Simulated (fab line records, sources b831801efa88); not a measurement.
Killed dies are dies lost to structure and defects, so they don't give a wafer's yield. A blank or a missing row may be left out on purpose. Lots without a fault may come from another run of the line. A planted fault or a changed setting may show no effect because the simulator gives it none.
Chamber matching | flow gf180mcu | GF_STI_ETCH_14 on rie_si-01: 4 sister chambers
The step etches Si in HBr/Cl2/O2, target depth 360 nm, time 102.9 s. 14 wafers are shown with their chamber, then 7 later ones without.

WAFERS WITH THEIR CHAMBER
wafer  | chamber | drypump_motor_current_A (A) | oes_product_au (a.u.) | throttle_valve_pct (%)
L963.3 | 2       | 5.5                         | 1.004                 | 25.648
L963.4 | 0       | 6.5                         | 1.002                 | 25.653
L963.5 | 3       | 5.6                         | 1.004                 | 25.651
L968.1 | 2       | 5.5                         | 0.996                 | 25.660
L968.2 | 1       | 4.6                         | 0.977                 | 25.682
L968.6 | 3       | 5.6                         | 1.005                 | 25.664
L969.4 | 0       | 6.6                         | 0.985                 | 25.652
L969.5 | 1       | 4.6                         | 0.979                 | 25.663
L969.6 | 0       | 6.5                         | 0.990                 | 25.662
L971.3 | 1       | 4.7                         | 0.972                 | 25.666
L971.5 | 3       | 5.6                         | 1.016                 | 25.655
L971.6 | 0       | 6.5                         | 0.999                 | 25.663
L972.2 | 0       | 6.5                         | 1.003                 | 25.654
L972.3 | 2       | 5.5                         | 0.993                 | 25.652

SIGNATURES (means of the wafers above)
reading                 | chamber 0 | chamber 1 | chamber 2 | chamber 3 | scatter within a chamber
drypump_motor_current_A | 6.520     | 4.633     | 5.500     | 5.600     | 0.0383
oes_product_au          | 0.99580   | 0.97600   | 0.99767   | 1.00833   | 0.00656
throttle_valve_pct      | 25.65680  | 25.67033  | 25.65333  | 25.65667  | 0.00695
Rule: a wafer's distance from a chamber is the root of the sum, over the readings, of the square of ((its reading less the chamber's mean) divided by the reading's scatter). The wafer belongs to the nearest chamber; if the next one is less than 2 further off, it can't be placed. The scatter: the root of (the sum of the squares of (reading less its chamber's mean) over the shown wafers, divided by (wafers less chambers)).

WAFERS WITHOUT THEIR CHAMBER
wafer  | drypump_motor_current_A (A) | oes_product_au (a.u.) | throttle_valve_pct (%)
L972.6 | 6.6                         | 1.009                 | 25.643
L973.1 | 5.6                         | 1.008                 | 25.658
L973.3 | 5.6                         | 0.999                 | 25.658
L973.4 | 4.6                         | 0.985                 | 25.676
L984.2 | 6.5                         | 1.006                 | 25.663
L984.4 | 5.5                         | 0.996                 | 25.661
L984.5 | 5.5                         | 0.986                 | 25.664

WHICH CHAMBER EACH WENT THROUGH
wafer  | from the rows above     | in truth
L972.6 | 0                       | 0
L973.1 | 3                       | 3
L973.3 | can't be placed: 3 or 2 | 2
L973.4 | 1                       | 1
L984.2 | 0                       | 0
L984.4 | 2                       | 2
L984.5 | 2                       | 2
Placed correctly: 6 of 7. Can't be placed from these rows: 1 (the true chamber is among the candidates in 1). Placed wrongly: 0.
